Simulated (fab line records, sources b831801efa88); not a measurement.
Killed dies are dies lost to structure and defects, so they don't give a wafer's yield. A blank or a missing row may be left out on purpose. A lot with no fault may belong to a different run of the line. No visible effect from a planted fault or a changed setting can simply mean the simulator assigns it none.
Struck lot and sound lot, side by side -- flow sky130 -- 15 out of 708 route steps
Sound: the wafers L961.1, L961.2, L961.3. The struck wafers were L975.1, L975.3, L975.6. The cause comes at the end.
At each step with rows: each side's tool, then ch and its chambers, then its first start. Under that, the readings that differ: sound wafers -- struck wafers -- difference of the means -- sigmas: that difference in standard deviations of wafers without a fault.
alike: same words and numbers on both sides, and readings whose means sit less than 2 such deviations apart. not compared: any withheld reading, any reading some wafer has no value for, any bound like >300 that may hide the same value, and any number with overlapping values for which the record gives no deviation.
Wherever a step has rows on one side only, a row that says differs or no value, or a row with sigmas, the two part there. Numbers that don't overlap but have no deviation are shown without sigmas and don't part them. Lack of a reading on every wafer of one side parts them only where that side has two or more wafers.

first, 2 steps without rows for these wafers: SKY_SALICIDE_CLEAN_00 (cleans in HF-last, time 30 s); SKY_LI_CONTACT_HDPCVD_00 (deposits PSG, target thk 930 nm, time 155 s).
SKY_LI_CONTACT_THK_MEAS_01:
  sound: film-metro-01 at day 28 11:50; struck: film-metro-01 at day 33 01:56
  alike: LI_CONTACT_HDPCVD_THK
SKY_LI_CONTACT_CMP_02: polishes PSG.
  sound on cmp-02 ch 0,2,3, day 28 11:53; struck on cmp-02 ch 0,2,3, day 33 01:59
  alike: motor-current-A, time-to-endpoint-s
SKY_LI_CONTACT_BOW_MEAS_03:
  sound: film-metro-03 at day 28 12:11; struck: film-metro-01 at day 33 02:17
  alike: LI_CONTACT_BOW
then, 7 steps without rows for these wafers: SKY_LI_CONTACT_DEHYDRATE_04 (time 60 s); SKY_LI_CONTACT_HMDS_05 (prime time 60 s); SKY_LI_CONTACT_COAT_06 (resist thk 60 nm); SKY_LI_CONTACT_COAT_07 (resist thk 450 nm); SKY_LI_CONTACT_SOFTBAKE_08 (time 90 s); SKY_LI_CONTACT_EXPOSE_09 (exposes mask LICM1, target cd 170 nm); SKY_LI_CONTACT_PEB_10.
SKY_LI_CONTACT_DEVELOP_11: develop time 60.92 s.
  sound on litho-track-02 ch 0, day 29 15:00; struck on litho-track-03 ch 0, day 34 04:00
reading,sound,struck,difference,sigmas
developer-temp-C (C),20.86 21.03 20.94,23.25 23.20 23.32,+2.31,+23
SKY_LI_CONTACT_CD_MEAS_12: the cd target is 170 nm.
  sound: cd-sem-02 at day 29 15:46; struck: cd-sem-02 at day 34 04:40
  alike: cd-nm
SKY_PAD_OPEN_PROBE_99:
  the record has rows for the sound wafers here (prober-01, day 46 02:29) and none for the struck ones

## WHERE THEY PART
Earliest at SKY_LI_CONTACT_DEVELOP_11; latest, in this record, at SKY_PAD_OPEN_PROBE_99.

WHY: what had been put in by the simulator
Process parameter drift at SKY_LI_CONTACT_DEVELOP_11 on litho-track-03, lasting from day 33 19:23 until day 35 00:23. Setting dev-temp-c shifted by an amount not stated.
